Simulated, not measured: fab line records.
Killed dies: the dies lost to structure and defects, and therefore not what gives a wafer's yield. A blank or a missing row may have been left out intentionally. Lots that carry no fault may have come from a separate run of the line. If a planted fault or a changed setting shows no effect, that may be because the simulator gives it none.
Chamber matching ; flow sfq_line ; SFQ_TRILAYER_I2_CMP_CMP_064 on cmp-01 has 4 sister chambers
The step polishes SiO2. 4 wafers are shown with their chamber, then 9 later ones without.

== WAFERS, EACH WITH ITS CHAMBER ==
wafer;chamber;motor_current_A (A)
L449.1;3;11.0
L453.1;1;10.1
L453.2;2;10.6
L453.6;0;8.9

== WAFERS WHOSE CHAMBER IS MISSING ==
wafer;motor_current_A (A)
L454.1;11.2
L454.2;9.6
L454.5;10.5
L455.2;10.3
L455.5;10.6
L455.6;8.3
L459.1;8.6
L459.5;8.4
L459.6;11.6

== EACH ONE'S CHAMBER ==
wafer;from the rows above;in truth
L454.1;can't be placed: 3 or 2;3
L454.2;can't be placed: 1 or 0 or 2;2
L454.5;can't be placed: 2 or 1 or 3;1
L455.2;can't be placed: 1 or 2 or 3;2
L455.5;can't be placed: 2 or 3 or 1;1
L455.6;0;0
L459.1;0;0
L459.5;0;0
L459.6;can't be placed: 3 or 2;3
3 of 9 placed correctly. From these rows, 6 cannot be placed; in 6 the true chamber is one of the candidates. 0 placed wrongly.
How it was worked out, from the rows above alone: a wafer's distance from a chamber is the root of the sum, over the readings, of the square of ((its reading less the chamber's mean) divided by the reading's scatter). The wafer belongs to the nearest chamber; if the next one is less than 2 further off, it can't be placed. The mean given for a chamber averages the wafers shown for that chamber. The scatter: with one shown wafer a chamber, the root of the mean of the squares of how far each hidden wafer lies from its nearest shown one.
